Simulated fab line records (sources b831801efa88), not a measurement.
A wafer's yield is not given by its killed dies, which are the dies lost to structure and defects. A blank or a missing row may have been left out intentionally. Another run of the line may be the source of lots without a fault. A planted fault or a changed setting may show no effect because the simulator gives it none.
Which of the tools did it? | flow sky130 | 18 wafers from 6 lots sampled at 3 of the route's 708 steps

== WHAT THE GAUGES READ, wafer by wafer ==
SKY_VT_ADJUST_NCORE_OVL_MEAS_08.
lot  | measured     | on         | VT_ADJUST_NCORE_OVL (nm)
L639 | day 9 06:08  | overlay-02 | -0.5 -0.3 -0.5
L642 | day 10 08:32 | overlay-02 | -0.1 -0.8 -0.5
L647 | day 11 12:32 | overlay-01 | 2.7 0.7 2.8
L649 | day 12 06:56 | overlay-01 | 2.2 1.1 0.6
L656 | day 14 03:47 | overlay-01 | 1.4 0.9 0.0
L658 | day 14 19:01 | overlay-01 | 0.9 0.6 -0.2

== WHICH TOOL RAN EACH LOT (tool, then ch and the chambers of the sampled wafers, then the start) ==
lot  | SKY_FIELD_ISO_ETCH_14            | SKY_VT_ADJUST_LVTN_DEVELOP_17
L639 | rieDiel-04 ch 0,1,3, day 2 16:02 | lithoTrack-02 ch 0, day 8 08:28
L642 | rieDiel-03 ch 0,2,3, day 3 09:26 | lithoTrack-03 ch 0, day 9 09:20
L647 | rieDiel-03 ch 1,2,3, day 4 08:14 | lithoTrack-03 ch 0, day 10 13:04
L649 | rieDiel-04 ch 0,1,2, day 4 20:02 | lithoTrack-01 ch 0, day 11 06:30
L656 | rieDiel-02 ch 1,2,3, day 6 08:29 | lithoTrack-01 ch 0, day 13 01:12
L658 | rieDiel-02 ch 0,1,2, day 6 18:59 | lithoTrack-03 ch 0, day 13 16:28
- SKY_FIELD_ISO_ETCH_14: etches BARC in N2/H2, stops on SiO2, time 45.9 s, target depth 60 nm.
- SKY_VT_ADJUST_LVTN_DEVELOP_17: develop time 60 s.

== THE ANSWER, worked out from the rows above alone ==
Rule: what is usual is taken from the lots themselves. The widest of any qualifying gaps counts: lots, ordered by their means at a reading, are off when they make up no more than a third of the lots, leave a main group of 4 or more, and stand apart from it by 3 or more times the standard deviation of that group's means. If all means in a main group match to the digits the tables above print for the reading, that group is not used. Also off: a lot with no number at a reading for which 4 or more lots have one. Any other lot the step has rows for is counted as sound.
No lot is off on any of the readings shown, so nothing can be concluded from this.

== WHAT HAD BEEN PUT IN BY THE SIMULATOR ==
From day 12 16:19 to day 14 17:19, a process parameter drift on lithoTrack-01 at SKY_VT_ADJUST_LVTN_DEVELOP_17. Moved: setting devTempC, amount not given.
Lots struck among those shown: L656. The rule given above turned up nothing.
